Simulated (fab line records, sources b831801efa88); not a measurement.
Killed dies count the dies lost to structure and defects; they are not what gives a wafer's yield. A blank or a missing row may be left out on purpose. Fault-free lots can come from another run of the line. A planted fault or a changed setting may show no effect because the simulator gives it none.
The same fault as seen by 2 desks    flow gf180mcu    numbers are kept per desk, each desk with only its own; the story behind them comes last

## FROM THE METROLOGY DESK
What the gauges read, lot by lot, whatever tool the lot ran on: means of the sampled wafers that have a number. The brackets show how far a lot's mean lies from the usual mean; more than 4 standard deviations puts the lot out of limits, marked OUT.
Columns: A = NSD_TW at GF_NSD_TW_MEAS_12, usual 4245; B = cdNm at GF_M1_CD_MEAS_14, usual 230.0 nm
lot   first seen here  A     B
L128  day 13 16:20     4300  230.1
L129  day 14 00:19     4275  228.4
L130  day 14 09:07     4256  231.2
L131  day 14 19:01     4214  229.3
L132  day 15 04:23     4259  229.7
L133  day 15 17:14     4242  230.4
L134  day 15 19:05     4251  228.2
L135  day 16 09:04     4223  231.5
L136  day 16 23:34     4202  228.3
L138  day 17 08:25     4202  229.7
L145  day 19 16:25     4252  228.4
L146  day 20 04:55     4259  230.1
L147  day 20 11:22     4245  230.8
L149  day 21 04:20     4302  228.8
L150  day 21 14:10     4253  230.0
This desk's verdict: no lot among the 15 shows anything out of limits.

## FOR THE TOOL OWNER'S DESK: lithoTrack-02
The tool's own readings at GF_MVPSD_COAT_02 (resist thk 3000 nm): means of the sampled wafers that have a number, for each lot that ran on this tool. The brackets show how far a lot's mean lies from the usual mean; more than 4 standard deviations puts the lot out of limits, marked OUT.
Columns: A = spinSpeedRpm at GF_MVPSD_COAT_02, usual 1999.8 rpm
lot   first seen here  A
L131  day 5 17:08      1999.3
L132  day 6 00:14      1998.5
L133  day 6 06:19      1999.2
L135  day 6 19:43      2000.3
L136  day 7 05:58      2000.2
L138  day 7 10:44      2000.8
L147  day 9 16:47      2000.8
L149  day 10 04:37     1999.4
L150  day 10 11:41     1999.3
This desk's verdict: no lot among the 9 shows anything out of limits.

## ALL TOGETHER
Nothing out of limits was seen by the metrology desk.
Nothing out of limits was seen by the tool owner's desk.

## WHAT THE SIMULATOR HAD PUT IN
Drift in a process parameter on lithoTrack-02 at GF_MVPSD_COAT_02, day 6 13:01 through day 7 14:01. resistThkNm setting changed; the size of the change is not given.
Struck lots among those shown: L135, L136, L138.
